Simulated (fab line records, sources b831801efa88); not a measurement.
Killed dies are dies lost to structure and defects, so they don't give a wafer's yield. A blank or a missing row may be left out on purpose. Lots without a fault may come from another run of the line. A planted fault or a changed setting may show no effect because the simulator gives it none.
Problem report in the 8D (eight disciplines) form, filled by code | flow gf180mcu | the parts of the form that need people (team, actions taken, sign-off) are left out

1. THE PROBLEM
VT_IMPLANT_2_TW at GF_VT_IMPLANT_TW_MEAS_21 reads a mean of 1257 on 6 wafers of 2 lots; wafers without a fault read 1204 with a standard deviation of 11. That is +4.8 standard deviations from the usual mean.
First seen on wafer L818.3, day 9 10:25, on film_metro-02. The record holds 39 wafers of 13 lots with a number at this step. Rule for "out", or "out of limits": more than 4 standard deviations from the usual mean. The other wafers with a number count as sound.

2. WHAT IT IS AND WHAT IT IS NOT
question                    | is                     | is not
which readings at this step | VT_IMPLANT_2_TW        | -
which lots                  | L818, L821             | L806, L808, L809, L811, L813, L815, L816, L817, L822, L826, L828
which wafers of those lots  | all that have a number | -
read on which gauges        | film_metro-02          | film_metro-01, film_metro-04
when                        | from day 9 10:25       | up to then (24 sound wafers); but 9 sound wafers of L822, L826, L828 came after

3. SUSPECTS, AND WHAT RULES EACH OUT
Counting: a tool at a process step up to the reading stays a suspect if it ran every lot that is out and no sound lot after the first of them.
- the gauge at GF_VT_IMPLANT_TW_MEAS_21: ruled out. All the wafers that are out were read on film_metro-02, but those of them that GF_VT_IMPLANT_IMPLANT_19 has rows for are out there too, on other tools.
- cmp-01 at GF_STI_CMP_25 (polishes, stops on Si3N4, t overpolish 33 s, target thk 524.6 nm): kept. It ran every lot that is out, first L818 (day 4 19:13), and no sound lot after that; its last sound lot up to then is L816 (day 4 07:05).
- implanter-04 at GF_VT_IMPLANT_IMPLANT_19: kept. It ran every lot that is out, first L818 (day 9 10:12), and no sound lot after that; its last sound lot up to then is L817 (day 9 05:43). Its own readings are out on those wafers: beam_energy_keV.
Left after counting: cmp-01 at GF_STI_CMP_25, implanter-04 at GF_VT_IMPLANT_IMPLANT_19.

4. THE CAUSE (what the simulator had put in)
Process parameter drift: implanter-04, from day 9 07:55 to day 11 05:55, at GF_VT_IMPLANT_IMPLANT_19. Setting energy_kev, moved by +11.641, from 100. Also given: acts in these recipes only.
Counting left 2 suspects, and this tool is among them.

5. THE CHAIN OF EFFECTS, in route order
Each row: a reading whose mean over the struck wafers that have a number lies more than 3 standard deviations from the usual. Only readings for which the record gives a usual standard deviation are gone through. hours: the time from each lot's start at the first step in this table that gives one to its start at this step, as a median over the lots. sigmas: the change in usual standard deviations.
hours | step                     | reading         | usual  | on struck wafers | change | sigmas
0     | GF_VT_IMPLANT_IMPLANT_19 | beam_energy_keV | 100.00 | 111.64           | +11.64 | +99 or more
0     | GF_VT_IMPLANT_TW_MEAS_21 | VT_IMPLANT_2_TW | 1204   | 1257             | +53    | +4.8
The process steps in it:
- GF_VT_IMPLANT_IMPLANT_19

6. WHAT WOULD HAVE CAUGHT IT SOONER
In this record the first reading out of limits at a measuring or inspecting step was taken at day 9 10:25, 2 hours after the fault began at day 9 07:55.
The tool's own readings at GF_VT_IMPLANT_IMPLANT_19 were out on every struck wafer that the step has a row for (beam_energy_keV): an alarm limit on them would have fired on the first of those.
Of the lots that are out (2), L821 began GF_VT_IMPLANT_IMPLANT_19 on implanter-04 after day 9 10:25. A hold on the tool at that time would have spared it.
